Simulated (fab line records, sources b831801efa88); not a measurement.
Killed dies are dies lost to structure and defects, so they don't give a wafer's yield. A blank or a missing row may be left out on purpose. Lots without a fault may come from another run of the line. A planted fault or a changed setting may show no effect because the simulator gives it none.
Which tool did it? | flow sky130 | 13 lots, 37 wafers sampled, at 4 steps of a route of 708

WHAT THE GAUGES READ, wafer by wafer
SKY_LOCAL_INTERCONNECT_THK_MEAS_02: measures by xrf. Usual: LOCAL_INTERCONNECT_TIN_THK 100.8 nm, standard deviation 0.93.
lot  | measured     | on            | LOCAL_INTERCONNECT_TIN_THK (nm) | flag
L536 | day 30 11:54 | film_metro-04 | 100.8 100.5 100.5               |
L537 | day 30 12:24 | film_metro-02 | 102.2 101.6 100.2               |
L538 | day 31 14:04 | film_metro-01 | 100.6 101.0 99.7                |
L541 | day 31 16:39 | film_metro-01 | 101.3 100.9 101.8               |
L540 | day 32 05:55 | film_metro-04 | 100.5 101.4 100.2               |
L543 | day 32 20:15 | film_metro-01 | 100.3 100.6 101.5               |
L545 | day 33 04:08 | film_metro-01 | 100.3 100.5 100.5               |
L546 | day 34 11:43 | film_metro-02 | 101.7 100.6                     |
L551 | day 34 12:53 | film_metro-01 | 101.0 100.3                     |
L553 | day 35 07:38 | film_metro-04 | 100.7 100.7 102.0               |
L554 | day 35 09:04 | film_metro-02 | 100.8 100.4 102.0               |
L555 | day 35 10:04 | film_metro-04 | 101.6 101.5 101.8               |
L559 | day 36 14:31 | film_metro-04 | 101.7 101.2 101.6               |

SKY_LOCAL_INTERCONNECT_CD_MEAS_11: target cd 170 nm. Usual: cd_nm 170.4 nm, standard deviation 1.6.
lot  | measured     | on        | cd_nm (nm)        | flag
L536 | day 31 14:32 | cd_sem-01 | 167.2 169.1 167.9 |
L537 | day 31 15:15 | cd_sem-02 | 171.0 170.1 170.8 |
L538 | day 32 18:32 | cd_sem-02 | 167.5 167.4 167.9 |
L541 | day 32 20:30 | cd_sem-02 | 169.5 169.3 170.1 |
L540 | day 33 08:33 | cd_sem-02 | 169.8 169.1 170.3 |
L543 | day 33 21:20 | cd_sem-01 | 171.2 169.9 170.3 |
L545 | day 34 04:56 | cd_sem-01 | 172.5 172.8 171.8 |
L546 | day 35 13:46 | cd_sem-01 | 138.7 169.8       | OFF
L551 | day 35 15:20 | cd_sem-01 | 138.8 169.7       | OFF
L553 | day 36 09:05 | cd_sem-01 | 170.2 169.5 169.1 |
L554 | day 36 10:11 | cd_sem-01 | 171.7 169.7 170.1 |
L555 | day 36 12:15 | cd_sem-01 | 171.9 172.6 173.3 |
L559 | day 37 17:16 | cd_sem-01 | 169.4 170.8 170.9 |

WHICH TOOL RAN EACH LOT (tool, then ch and the chambers of the sampled wafers, then the start)
lot  | SKY_LI_CONTACT_CVD_21         | SKY_LOCAL_INTERCONNECT_EXPOSE_08
L536 | cvd_w-01 ch 0,1, day 30 11:07 | krf_scanner-01 ch 0, day 31 02:00
L537 | cvd_w-02 ch 0,1, day 30 11:37 | krf_scanner-01 ch 0, day 31 02:26
L538 | cvd_w-01 ch 0,1, day 31 13:07 | krf_scanner-01 ch 0, day 32 04:36
L541 | cvd_w-02 ch 0,1, day 31 15:37 | krf_scanner-01 ch 0, day 32 07:18
L540 | cvd_w-02 ch 1, day 32 05:08   | krf_scanner-02 ch 0, day 32 19:58
L543 | cvd_w-01 ch 0,1, day 32 19:28 | krf_scanner-02 ch 0, day 33 09:13
L545 | cvd_w-01 ch 0,1, day 33 03:22 | krf_scanner-02 ch 0, day 33 17:41
L546 | cvd_w-02 ch 0,1, day 34 10:58 | krf_scanner-02 ch 0, day 35 02:03
L551 | cvd_w-02 ch 0,1, day 34 12:08 | krf_scanner-02 ch 0, day 35 02:57
L553 | cvd_w-02 ch 0,1, day 35 06:52 | krf_scanner-01 ch 0, day 35 21:34
L554 | cvd_w-01 ch 0,1, day 35 08:16 | krf_scanner-01 ch 0, day 35 22:45
L555 | cvd_w-01 ch 0,1, day 35 09:16 | krf_scanner-01 ch 0, day 35 23:44
L559 | cvd_w-02 ch 0,1, day 36 13:43 | krf_scanner-01 ch 0, day 37 04:35
- SKY_LI_CONTACT_CVD_21: deposits W, target thk 400 nm, time 120.56 s.
- SKY_LOCAL_INTERCONNECT_EXPOSE_08: exposes mask LI1M, target cd 170 nm.

WHAT THE TOOLS THEMSELVES READ (means of the sampled wafers that have a number; where no wafer has one, the mark that the record gives instead)
SKY_LI_CONTACT_CVD_21. Usual: heater_power_w 852 W, standard deviation 59; susceptor_temp_C 399.99 C, standard deviation 0.23.
lot  | tool     | heater_power_w (W) | susceptor_temp_C (C) | flag
L536 | cvd_w-01 | 851                | 399.81               |
L537 | cvd_w-02 | 861                | 399.98               |
L538 | cvd_w-01 | 841                | 399.91               |
L541 | cvd_w-02 | 877                | 399.84               |
L540 | cvd_w-02 | 861                | 399.68               |
L543 | cvd_w-01 | 846                | 400.13               |
L545 | cvd_w-01 | 839                | 400.25               |
L546 | cvd_w-02 | 872                | 400.40               |
L551 | cvd_w-02 | 894                | 399.95               |
L553 | cvd_w-02 | 881                | 400.00               |
L554 | cvd_w-01 | 801                | 400.07               |
L555 | cvd_w-01 | 841                | 399.93               |
L559 | cvd_w-02 | 872                | 399.90               |

THE ANSWER, worked out from the rows above alone
Rule: a lot is off if the mean of its wafers that have a number lies more than 3 standard deviations from the usual mean. A lot without any number at a reading at which 4 lots or more have one is off too. The other lots that the step has rows for count as sound. The gauges are gone through in route order, then the tools' own readings, and for those a lot's mean is taken as printed above. The first step at which some lot is off is used, and at that step the reading that is off furthest; a lot without a number counts as furthest.
Off: L546, L551, at SKY_LOCAL_INTERCONNECT_CD_MEAS_11 (cd_nm).
A tool fits if, at a process step before that reading, it ran every lot that is off, and no sound lot after the first of them. The gauges at SKY_LOCAL_INTERCONNECT_CD_MEAS_11 are tried like those tools. One fits: krf_scanner-02 at SKY_LOCAL_INTERCONNECT_EXPOSE_08. Its last sound lot is L545 (day 33 17:41), its first lot that is off L546 (day 35 02:03): a fault that began between those two fits.

WHAT THE SIMULATOR HAD PUT IN
Process parameter drift: krf_scanner-02, from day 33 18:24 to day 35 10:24, at SKY_LOCAL_INTERCONNECT_EXPOSE_08. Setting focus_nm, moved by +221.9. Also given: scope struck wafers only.
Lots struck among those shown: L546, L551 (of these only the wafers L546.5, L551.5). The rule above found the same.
